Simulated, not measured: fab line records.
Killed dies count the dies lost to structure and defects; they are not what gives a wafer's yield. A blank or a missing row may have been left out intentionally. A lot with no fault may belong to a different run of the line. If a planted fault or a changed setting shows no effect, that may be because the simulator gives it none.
Comparing a struck lot with a sound one / flow sky130 / 20 steps out of a route of 708
Sound: wafers L493.1, L493.2, L493.6. Struck: wafer L506.6 (left out: L506.3, a lot-mate that was not struck); the cause follows at the end.
Per side, at each step with rows, come the tool, then ch with its chambers, and then its first start. Under that, the readings that differ: sound wafers / struck wafers / difference of the means / sigmas: that difference in standard deviations of wafers without a fault.
alike: same words and numbers on both sides, and readings whose means sit less than 2 such deviations apart. not compared: any withheld reading, any reading some wafer has no value for, any bound like >300 that may hide the same value, and any number with overlapping values for which the record gives no deviation.
A row with sigmas, a row that says differs or no value, or rows on one side alone: a step with any of these is where the two part. When numbers do not overlap yet have no deviation, they are printed without sigmas and do not part them. A reading missing from all wafers of one side parts the sides only when that side holds two or more wafers.

first, 2 steps without rows for these wafers: SKY_VT_ADJUST_LVTN_PEB_16; SKY_VT_ADJUST_LVTN_DEVELOP_17 (develop time 60 s).
SKY_VT_ADJUST_LVTN_OVL_MEAS_18:
  sound on overlay-01, day 9 12:42; struck on overlay-01, day 13 09:04
  alike: VT_ADJUST_LVTN_01_OVL
next, for these wafers, 1 step has no rows: SKY_VT_ADJUST_LVTN_IMPLANT_19.
SKY_VT_ADJUST_LVTN_STRIP_20: strips in O2/N2.
  sound on plasmaAsher-04 ch 0,1, day 9 12:53; struck on plasmaAsher-01 ch 1, day 13 09:17
  alike: drypumpMotorCurrentA, oesProductAu, stripTimeToEndpointS
  not compared: rfHoursCounterH
SKY_VT_ADJUST_LVTN_TW_MEAS_21:
  sound on filmMetro-04, day 9 12:59; struck on filmMetro-04, day 13 09:22
  alike: VT_ADJUST_LVTN_2_TW
then, 6 steps without rows for these wafers: SKY_VT_ADJUST_NCORE_DEHYDRATE_00 (time 60 s); SKY_VT_ADJUST_NCORE_HMDS_01 (prime time 60 s); SKY_VT_ADJUST_NCORE_COAT_02 (resist thk 1140 nm); SKY_VT_ADJUST_NCORE_SOFTBAKE_03 (time 60 s); SKY_VT_ADJUST_NCORE_EXPOSE_04 (exposes mask LVTN COMPLEMENT THIN, target cd 380 nm); SKY_VT_ADJUST_NCORE_PEB_05.
SKY_VT_ADJUST_NCORE_DEVELOP_06: develop time 60 s.
  sound on lithoTrack-04 ch 0, day 10 11:03; struck on lithoTrack-03 ch 0, day 14 11:24
SKY_VT_ADJUST_NCORE_CD_MEAS_07: target cd 380 nm.
  sound on cdSem-01, day 10 11:12; struck on cdSem-02, day 14 11:32
  not compared: cdNm
SKY_VT_ADJUST_NCORE_OVL_MEAS_08:
  sound on overlay-02, day 10 11:19; struck on overlay-01, day 14 11:38
  not compared: VT_ADJUST_NCORE_OVL
next, for these wafers, 1 step has no rows: SKY_VT_ADJUST_NCORE_IMPLANT_09.
SKY_VT_ADJUST_NCORE_STRIP_10: strips in O2/N2.
  sound on plasmaAsher-03 ch 0,1, day 10 11:31; struck on plasmaAsher-04 ch 0, day 14 11:50
reading=drypumpMotorCurrentA (A); sound=6.5 6.0 6.6; struck=5.3; difference=-1.1; sigmas=-2
  alike: oesProductAu, stripTimeToEndpointS
  not compared: rfHoursCounterH
SKY_VT_ADJUST_NCORE_TW_MEAS_11:
  sound on filmMetro-01, day 10 11:37; struck on filmMetro-02, day 14 11:55
reading=VT_ADJUST_NCORE_TW; sound=215.9 215.9 215.8; struck=29.4; difference=-186.5; sigmas=-99 or more
then, 1 step without rows for these wafers: SKY_VT_ADJUST_HVTR_DEHYDRATE_00 (time 60 s).
-- a jump in the record: the struck wafers' starts before and after are 36 days apart (it breaks off in module VT_ADJUST_HVTR and resumes in module PAD_OPEN, where the first step shown is number 708 of the route) --
SKY_PAD_OPEN_PROBE_99:
  sound on prober-01, day 47 12:52; struck on prober-01, day 50 11:21
reading=killedAtFrontEnd; sound=22 16 29; struck=422; difference=+400; sigmas=+89
reading=killedDies; sound=92 101 97; struck=492; difference=+395; sigmas=+42
reading=killedOnRim; sound=19 19 25; struck=96; difference=+75; sigmas=+17
reading=killedOpen; sound=52 55 55; struck=40; difference=-14; sigmas=-2
reading=model.etest.pfet_16v.rOnOhmUm; sound=1.513e+04 1.516e+04 1.497e+04; struck=1.847e+04; difference=+3.383e+03; sigmas=
reading=model.etest.nfet_16v.rOnOhmUm; sound=1.379e+04 1.38e+04 1.384e+04; struck=1.103e+04; difference=-2.780e+03; sigmas=
reading=model.etest.pfetG5v0d10v5.rOnOhmUm; sound=4735 4754 4672; struck=5891; difference=+1171; sigmas=
reading=model.etest.tipP.rsOhmSq; sound=6891 6809 6817; struck=7657; difference=+818; sigmas=
reading=model.etest.pfet_01v8.rOnOhmUm; sound=2854 2936 2886; struck=3327; difference=+435; sigmas=
reading=model.etest.resPwellUnderGate.rsOhmSq; sound=2293 2277 2280; struck=2618; difference=+335; sigmas=
reading=model.etest.nfetG5v0d10v5.rOnOhmUm; sound=1866 1876 1859; struck=1585; difference=-282; sigmas=
reading=model.etest.tip_p_5v.rsOhmSq; sound=2857 2845 2854; struck=3066; difference=+214; sigmas=
  alike: killed_at_M0_to_M3, killed_at_M4_up, killedAtContacts, killedAtOther, killedShort

WHERE THEY PART
Earliest at SKY_VT_ADJUST_NCORE_STRIP_10; latest, in this record, at SKY_PAD_OPEN_PROBE_99.

WHY: whatever the simulator had introduced
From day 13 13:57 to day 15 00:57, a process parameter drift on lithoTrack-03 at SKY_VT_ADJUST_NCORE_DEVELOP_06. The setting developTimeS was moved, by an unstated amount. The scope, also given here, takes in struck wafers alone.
